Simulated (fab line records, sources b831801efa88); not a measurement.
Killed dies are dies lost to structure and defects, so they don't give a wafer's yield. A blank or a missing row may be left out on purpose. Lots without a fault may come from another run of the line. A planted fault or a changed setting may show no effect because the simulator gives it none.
A struck lot beside a sound one | flow sky130 | 15 steps out of a route of 708
Sound: wafers L293.1, L293.2, L293.5. Struck: wafers L307.1, L307.2, L307.4. The cause comes at the end.
At each step with rows: each side's tool, then ch and its chambers, then its first start. Under that, the readings that differ: sound wafers | struck wafers | difference of the means | sigmas: that difference in standard deviations of wafers without a fault.
alike: readings whose means differ by less than 2 such deviations, and words and numbers that are the same on both sides. not compared: withheld readings, readings that some wafer has no value for, bounds like >300 that may hide the same value, and numbers for which the record gives no deviation and whose values overlap.
The two part at a step that has a row with sigmas, a row that says differs or no value, or rows on one side only. Numbers that don't overlap but have no deviation are shown without sigmas and don't part them. A reading that every wafer of one side lacks parts them only if that side has two wafers or more.

first, 2 steps without rows for these wafers: SKY_GATE_OXIDE_CLEAN_00 (cleans in SC1/SC2, time 150 s); SKY_GATE_OXIDE_OXIDATION_01 (stabilise 600 s, purge 300 s, target thk 10.268 nm).
SKY_GATE_OXIDE_THK_MEAS_02:
  sound on film_metro-01, day 13 02:34; struck on film_metro-01, day 18 05:09
  alike: GATE_OXIDE_OXIDATION_00_THK
then, 7 steps without rows for these wafers: SKY_GATE_OXIDE_DEHYDRATE_03 (time 60 s); SKY_GATE_OXIDE_HMDS_04 (prime time 60 s); SKY_GATE_OXIDE_COAT_05 (resist thk 1140 nm); SKY_GATE_OXIDE_SOFTBAKE_06 (time 60 s); SKY_GATE_OXIDE_EXPOSE_07 (exposes mask LVOM, target cd 600 nm); SKY_GATE_OXIDE_PEB_08; SKY_GATE_OXIDE_DEVELOP_09 (develop time 60 s).
SKY_GATE_OXIDE_OVL_MEAS_10:
  sound on overlay-02, day 14 04:46; struck on overlay-01, day 19 10:38
  alike: GATE_OXIDE_OVL
then, 1 step without rows for these wafers: SKY_GATE_OXIDE_IMPLANT_11.
SKY_GATE_OXIDE_WET_ETCH_12: etches SiO2 in dHF, target depth 16.8 nm, time 336 s.
  sound on wet_bench-01 ch 1, day 14 04:56; struck on wet_bench-01 ch 3, day 19 10:50
  reading          | sound       | struck      | difference | sigmas
  run_length_s (s) | 362 362 362 | 349 349 349 | -13        | -4
SKY_GATE_OXIDE_STRIP_13: strips in O2/N2.
  sound on plasma_asher-04 ch 0,1, day 14 05:02; struck on plasma_asher-03 ch 0,1, day 19 10:56
  alike: drypump_motor_current_A, oes_product_au, strip_time_to_endpoint_s
  not compared: rf_hours_counter_h
-- the record jumps here: 30 days lie between the struck wafers' starts before and after (it left off in module GATE_OXIDE and takes up again in module PAD_OPEN, whose first step shown is number 708 of the route) --
SKY_PAD_OPEN_PROBE_99:
  sound on prober-01, day 46 00:38; struck on prober-02, day 49 10:16
  alike: killed_at_M0_to_M3, killed_at_M4_up, killed_at_contacts, killed_at_front_end, killed_at_other, killed_dies, killed_open, killed_short

WHERE THEY PART
Only at SKY_GATE_OXIDE_WET_ETCH_12, within this record. Later steps at which nothing parts them and some readings are alike: SKY_GATE_OXIDE_STRIP_13, SKY_PAD_OPEN_PROBE_99.

WHY: what the simulator had put in
Process parameter drift: wet_bench-01, from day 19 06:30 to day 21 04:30, at SKY_GATE_OXIDE_WET_ETCH_12. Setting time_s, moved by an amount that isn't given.
